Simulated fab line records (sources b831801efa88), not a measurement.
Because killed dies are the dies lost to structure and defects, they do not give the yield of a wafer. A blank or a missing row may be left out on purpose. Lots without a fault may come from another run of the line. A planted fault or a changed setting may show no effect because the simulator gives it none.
Which of the tools did it? + flow sky130 + 10 lots with 30 wafers sampled at 3 steps, on a route of 708 steps

## WHAT EACH GAUGE READ, for each wafer
SKY_POLY_GATE_THK_MEAS_04.
| lot  | measured     | on            | POLY_GATE_CVD_03_THK (nm) |
|------|--------------|---------------|---------------------------|
| L321 | day 17 17:04 | film_metro-01 | 74.8 75.0 74.8            |
| L322 | day 18 01:52 | film_metro-02 | 55.7 54.8 55.2            |
| L323 | day 18 06:18 | film_metro-01 | 55.0 54.6 54.4            |
| L324 | day 18 14:41 | film_metro-01 | 54.5 54.8 55.0            |
| L331 | day 21 09:19 | film_metro-04 | 74.0 74.0 74.2            |
| L332 | day 21 13:55 | film_metro-04 | 75.4 76.0 75.7            |
| L333 | day 21 16:19 | film_metro-01 | 76.3 76.4 76.5            |
| L334 | day 22 08:17 | film_metro-02 | 74.5 74.6 75.4            |
| L335 | day 22 17:04 | film_metro-04 | 74.2 75.4 75.0            |
| L337 | day 23 01:07 | film_metro-04 | 74.1 73.9 73.9            |

## TOOL THAT RAN EACH LOT (tool first, then ch and the chambers of the sampled wafers, then the start)
| lot  | SKY_SONOS_ONO_STRIP_17               | SKY_POLY_GATE_CVD_03        |
|------|--------------------------------------|-----------------------------|
| L321 | plasma_asher-02 ch 0,1, day 15 00:20 | lpcvd-02 ch 0, day 17 15:41 |
| L322 | plasma_asher-03 ch 0,1, day 15 07:55 | lpcvd-02 ch 1, day 18 00:29 |
| L323 | plasma_asher-02 ch 0,1, day 15 11:07 | lpcvd-02 ch 0, day 18 04:56 |
| L324 | plasma_asher-01 ch 0,1, day 15 15:28 | lpcvd-02 ch 1, day 18 13:19 |
| L331 | plasma_asher-01 ch 1, day 18 12:01   | lpcvd-02 ch 0, day 21 07:57 |
| L332 | plasma_asher-03 ch 0,1, day 18 15:19 | lpcvd-02 ch 0, day 21 12:31 |
| L333 | plasma_asher-03 ch 0,1, day 18 18:44 | lpcvd-02 ch 1, day 21 14:56 |
| L334 | plasma_asher-02 ch 0,1, day 19 10:32 | lpcvd-02 ch 0, day 22 06:54 |
| L335 | plasma_asher-01 ch 0,1, day 19 21:10 | lpcvd-02 ch 1, day 22 15:42 |
| L337 | plasma_asher-01 ch 0,1, day 20 05:13 | lpcvd-02 ch 1, day 22 23:45 |
- SKY_SONOS_ONO_STRIP_17: strips in O2/N2.
- SKY_POLY_GATE_CVD_03: deposits Si3N4 from DCS/NH3, target thk 75 nm, time 1290 s.

## THE ANSWER, worked out from the rows above alone
Rule: the usual values come from the lots themselves. The widest of any qualifying gaps counts: lots, ordered by their means at a reading, are off when they make up no more than a third of the lots, leave a main group of 4 or more, and stand apart from it by 3 or more times the standard deviation of that group's means. Not used: any main group whose means are identical at the precision the tables above print for the reading. A lot without any number at a reading at which 4 lots or more have one is off too. Where the step has rows for the other lots, those lots are counted as sound.
Off: L322, L323, L324, seen at SKY_POLY_GATE_THK_MEAS_04 (POLY_GATE_CVD_03_THK). For the main group the mean is 75.0 nm and the standard deviation 0.8.
If a tool, at a process step before that reading, ran all the lots that are off and no sound lot after the first of them, it fits. The gauges at SKY_POLY_GATE_THK_MEAS_04 are tried like those tools. None of those tried fits.

## WHAT WAS PUT IN BY THE SIMULATOR
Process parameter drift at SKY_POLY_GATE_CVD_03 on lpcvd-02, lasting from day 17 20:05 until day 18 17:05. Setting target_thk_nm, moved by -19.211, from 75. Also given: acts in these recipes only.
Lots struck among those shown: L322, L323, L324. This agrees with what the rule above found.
